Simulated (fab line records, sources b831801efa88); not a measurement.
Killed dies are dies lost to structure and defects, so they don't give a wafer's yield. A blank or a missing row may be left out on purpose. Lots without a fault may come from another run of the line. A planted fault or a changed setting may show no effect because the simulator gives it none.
Which tool did it? | flow sky130 | 6 lots, 18 wafers sampled, at 2 steps of a route of 708

WHAT THE GAUGES READ, wafer by wafer
SKY_POLY_GATE_THK_MEAS_01.
lot  | measured     | on            | POLY_GATE_CVD_00_THK (nm)
L743 | day 14 08:41 | film_metro-01 | 178.3 178.0 179.0
L745 | day 15 00:45 | film_metro-02 | 179.3 180.1 180.1
L747 | day 15 14:58 | film_metro-01 | 180.0 181.0 181.4
L750 | day 16 14:46 | film_metro-04 | 179.4 180.3 180.9
L756 | day 19 05:35 | film_metro-01 | 181.6 181.8 179.2
L760 | day 20 13:13 | film_metro-02 | 73.2 72.1 71.3

WHICH TOOL RAN EACH LOT (tool, then ch and the chambers of the sampled wafers, then the start)
lot  | SKY_POLY_GATE_CVD_00
L743 | lpcvd-01 ch 1, day 14 07:28
L745 | lpcvd-01 ch 0, day 14 23:33
L747 | lpcvd-01 ch 0, day 15 13:46
L750 | lpcvd-01 ch 0, day 16 13:34
L756 | lpcvd-01 ch 0, day 19 04:23
L760 | lpcvd-01 ch 0, day 20 11:59
- SKY_POLY_GATE_CVD_00: deposits poly-Si, target thk 180 nm, time 720 s.

THE ANSWER, worked out from the rows above alone
Rule: what is usual is taken from the lots themselves. Put in order of their means at a reading, lots are off if they are a third of the lots or fewer, leave a main group of 4 or more, and stand apart from it by a gap of 3 or more times the standard deviation of the main group's means; of several such gaps the widest counts. A main group whose means are all the same, to the digits that the tables above print for the reading, isn't used. A lot without any number at a reading at which 4 lots or more have one is off too. The other lots that the step has rows for count as sound.
Off: L760, at SKY_POLY_GATE_THK_MEAS_01 (POLY_GATE_CVD_00_THK). The main group: mean 180.0 nm, standard deviation 0.88.
A tool fits if, at a process step before that reading, it ran every lot that is off, and no sound lot after the first of them. The gauges at SKY_POLY_GATE_THK_MEAS_01 are tried like those tools. Can't be told from this: 2 tools fit, lpcvd-01 at SKY_POLY_GATE_CVD_00, film_metro-02 at SKY_POLY_GATE_THK_MEAS_01.

WHAT THE SIMULATOR HAD PUT IN
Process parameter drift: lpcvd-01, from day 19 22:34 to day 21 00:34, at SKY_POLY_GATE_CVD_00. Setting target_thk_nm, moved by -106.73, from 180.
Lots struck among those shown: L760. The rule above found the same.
